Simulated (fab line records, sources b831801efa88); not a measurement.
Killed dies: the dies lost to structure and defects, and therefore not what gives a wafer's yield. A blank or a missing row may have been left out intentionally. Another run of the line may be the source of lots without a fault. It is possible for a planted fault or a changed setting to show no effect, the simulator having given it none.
Matching of chambers	flow sky130	rie-diel-01 running SKY_CONTACT_ETCH_17: 4 sister chambers
The step etches SiO2 in C4F8/O2/Ar, stops on Si3N4, target depth 340 nm. 4 wafers are shown with their chamber, then 10 later ones without.

== WAFERS PAIRED WITH THEIR CHAMBERS ==
wafer	chamber	oes-product-au (a.u.)
L083.1	0	0.893
L086.4	3	0.891
L089.1	2	0.891
L089.4	1	0.893

== WAFERS WHOSE CHAMBER IS MISSING ==
wafer	oes-product-au (a.u.)
L089.6	0.895
L092.1	0.888
L092.4	0.889
L092.6	0.881
L094.1	0.889
L094.4	0.893
L094.6	0.890
L095.1	0.881
L095.3	0.893
L095.6	0.886

== WHICH CHAMBER EACH WENT THROUGH ==
wafer	from the rows above	in truth
L089.6	can't be placed: 0 or 1 or 2 or 3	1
L092.1	can't be placed: 2 or 3 or 0 or 1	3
L092.4	can't be placed: 2 or 3 or 0 or 1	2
L092.6	can't be placed: 2 or 3 or 0 or 1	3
L094.1	can't be placed: 2 or 3 or 0 or 1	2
L094.4	can't be placed: 0 or 1 or 2 or 3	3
L094.6	can't be placed: 2 or 3 or 0 or 1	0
L095.1	can't be placed: 2 or 3 or 0 or 1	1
L095.3	can't be placed: 0 or 1 or 2 or 3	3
L095.6	can't be placed: 2 or 3 or 0 or 1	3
0 of 10 placed correctly. From these rows, 10 cannot be placed; in 10 the true chamber is one of the candidates. Placed wrongly: 0.
How it was worked out, from the rows above alone: a wafer's distance from a chamber is the root of the sum, over the readings, of the square of ((its reading less the chamber's mean) divided by the reading's scatter). If the next closest chamber is less than 2 further off than the closest, the wafer can't be placed; otherwise it belongs to the closest. The mean given for a chamber averages the wafers shown for that chamber. The scatter: with one shown wafer a chamber, the root of the mean of the squares of how far each hidden wafer lies from its nearest shown one.
